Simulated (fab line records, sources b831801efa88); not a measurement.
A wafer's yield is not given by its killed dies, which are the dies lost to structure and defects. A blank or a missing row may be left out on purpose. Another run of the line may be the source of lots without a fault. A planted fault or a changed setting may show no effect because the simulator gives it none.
Comparing a struck lot with a sound one / flow sky130 / 43 steps out of a route of 708
Sound: wafers L382.1, L382.5, L382.6. Wafers struck: L398.1, L398.2, L398.4. The cause is named last.
Per side, at each step with rows, come the tool, then ch with its chambers, and then its first start. Under that, the readings that differ: sound wafers / struck wafers / difference of the means / sigmas: that difference in standard deviations of wafers without a fault.
alike: readings with means less than 2 such deviations apart, plus words and numbers identical on both sides. not compared: withheld readings, readings lacking a value on some wafer, bounds such as >300 that could conceal the same value, and numbers that have no deviation in the record and whose values overlap.
The two part at a step that has a row with sigmas, a row that says differs or no value, or rows on one side only. Non-overlapping numbers with no deviation appear without sigmas and do not part them. Lack of a reading on every wafer of one side parts them only where that side has two or more wafers.

first, 5 steps without rows for these wafers: SKY_LDD_LDN_COAT_02 (resist thk 1140 nm); SKY_LDD_LDN_SOFTBAKE_03 (time 57.86 s); SKY_LDD_LDN_EXPOSE_04 (exposes mask LDNTM, target cd 700 nm); SKY_LDD_LDN_PEB_05; SKY_LDD_LDN_DEVELOP_06 (develop time 60 s).
SKY_LDD_LDN_OVL_MEAS_07:
  struck on overlay-01, day 28 10:38; sound on overlay-01, day 22 16:44
  alike: LDD_LDN_OVL
then, 5 steps without rows for these wafers: SKY_LDD_LDN_IMPLANT_08; SKY_LDD_LDN_IMPLANT_09; SKY_LDD_LDN_IMPLANT_10; SKY_LDD_LDN_IMPLANT_11; SKY_LDD_LDN_STRIP_12 (strips in O2/N2).
SKY_LDD_LDN_TW_MEAS_13:
  struck on film metro-01, day 28 11:22; sound on film metro-01, day 22 17:28
  alike: LDD_LDN_TW
SKY_LDD_LDN_CLEAN_14: cleans in SC1/SC2, time 150 s.
  sound on wet bench-04 ch 1, day 22 17:32; struck on wet bench-04 ch 1, day 28 11:26
then, 1 step without rows for these wafers: SKY_SPACER_CVD_00 (deposits Si3N4 from DCS/NH3, target thk 43.1 nm, time 740 s).
SKY_SPACER_THK_MEAS_01:
  struck on film metro-01, day 28 12:41; sound on film metro-04, day 22 18:47
reading=SPACER_CVD_00_THK (nm); sound=43.8 43.5 43.9; struck=42.8 42.4 42.7; difference=-1.1; sigmas=-3
SKY_SPACER_ETCHBACK_02: etches Si3N4 in CH3F/O2, stops on SiO2, time 46.7 s, target depth 45 nm.
  sound on rie diel-01 ch 2,3, day 22 18:51; struck on rie diel-02 ch 0,1,2, day 28 12:45
reading=oes product au (a.u.); sound=0.869 0.853 0.868; struck=0.847 0.839 0.850; difference=-0.018; sigmas=-3
  alike: drypump motor current A, throttle valve pct
  not compared: rf hours counter h
then, 8 steps without rows for these wafers: SKY_POLY_CUT_DEHYDRATE_00 (time 60 s); SKY_POLY_CUT_HMDS_01 (prime time 60 s); SKY_POLY_CUT_COAT_02 (resist thk 60 nm); SKY_POLY_CUT_COAT_03 (resist thk 450 nm); SKY_POLY_CUT_SOFTBAKE_04 (time 90 s); SKY_POLY_CUT_EXPOSE_05 (exposes mask NPCM, target cd 270 nm); SKY_POLY_CUT_PEB_06; SKY_POLY_CUT_DEVELOP_07 (develop time 57.49 s).
SKY_POLY_CUT_CD_MEAS_08 targets a cd of 270 nm.
  struck on cd sem-01, day 29 16:23; sound on cd sem-02, day 24 00:40
  alike: cd nm
SKY_POLY_CUT_OVL_MEAS_09:
  struck on overlay-02, day 29 16:31; sound on overlay-02, day 24 00:47
  alike: POLY_CUT_OVL
SKY_POLY_CUT_ETCH_10: etches BARC in N2/H2, stops on SiO2, time 45.9 s, target depth 60 nm.
  sound on rie diel-02 ch 0,1,2, day 24 00:49; struck on rie diel-03 ch 0,1,3, day 29 16:32
  alike: drypump motor current A, oes product au, throttle valve pct
  not compared: rf hours counter h
SKY_POLY_CUT_ETCH_11: etches Si3N4 in CF4/CH2F2/Ar, stops on poly-Si, time 42.5 s, target depth 60 nm.
  sound on rie diel-02 ch 0,1,2, day 24 00:52; struck on rie diel-03 ch 0,1,3, day 29 16:35
  alike: drypump motor current A, mfc ar sccm, oes product au, throttle valve pct
  not compared: rf hours counter h
SKY_POLY_CUT_STRIP_12: strips in O2/N2.
  sound on plasma asher-04 ch 0,1, day 24 00:54; struck on plasma asher-04 ch 0,1, day 29 16:38
  alike: drypump motor current A, oes product au, strip time to endpoint s
  not compared: rf hours counter h
then, 7 steps without rows for these wafers: SKY_SD_P_DEHYDRATE_00 (time 60 s); SKY_SD_P_HMDS_01 (prime time 60 s); SKY_SD_P_COAT_02 (resist thk 1140 nm); SKY_SD_P_SOFTBAKE_03 (time 60 s); SKY_SD_P_EXPOSE_04 (exposes mask PSDM, target cd 380 nm); SKY_SD_P_PEB_05; SKY_SD_P_DEVELOP_06 (develop time 60 s).
SKY_SD_P_CD_MEAS_07 targets a cd of 380 nm.
  struck on cd sem-01, day 30 19:58; sound on cd sem-02, day 25 05:59
  alike: cd nm
SKY_SD_P_OVL_MEAS_08:
  struck on overlay-01, day 30 20:05; sound on overlay-02, day 25 06:06
  alike: SD_P_OVL
after that, 1 step had no rows for these wafers: SKY_SD_P_IMPLANT_09.
SKY_SD_P_STRIP_10: strips in O2/N2.
  sound on plasma asher-04 ch 0,1, day 25 06:17; struck on plasma asher-02 ch 0,1, day 30 20:16
  alike: drypump motor current A, oes product au, strip time to endpoint s
  not compared: rf hours counter h
SKY_SD_P_TW_MEAS_11:
  struck on film metro-02, day 30 20:22; sound on film metro-03, day 25 06:23
  alike: SD_P_TW
then, 1 step without rows for these wafers: SKY_RES_XHIGH_DEHYDRATE_00 (time 60 s).
-- the record jumps here: 19 days lie between the struck wafers' starts before and after (it left off in module RES_XHIGH and takes up again in module PAD_OPEN, whose first step shown is number 708 of the route) --
SKY_PAD_OPEN_PROBE_99:
  struck on prober-02, day 49 10:16; sound on prober-01, day 45 13:47
reading=killed at front end; sound=20 11 13; struck=62 55 54; difference=+42; sigmas=+10
reading=killed dies; sound=94 87 80; struck=131 105 111; difference=+29; sigmas=+3
reading=killed on rim; sound=22 17 13; struck=25 28 26; difference=+9; sigmas=+2
  alike: killed_at_M0_to_M3, killed_at_M4_up, killed at contacts, killed at other, killed open, killed short

== WHERE THEY PART ==
Last at SKY_PAD_OPEN_PROBE_99 as far as this record goes, first at SKY_SPACER_THK_MEAS_01.

WHY: whatever the simulator had introduced
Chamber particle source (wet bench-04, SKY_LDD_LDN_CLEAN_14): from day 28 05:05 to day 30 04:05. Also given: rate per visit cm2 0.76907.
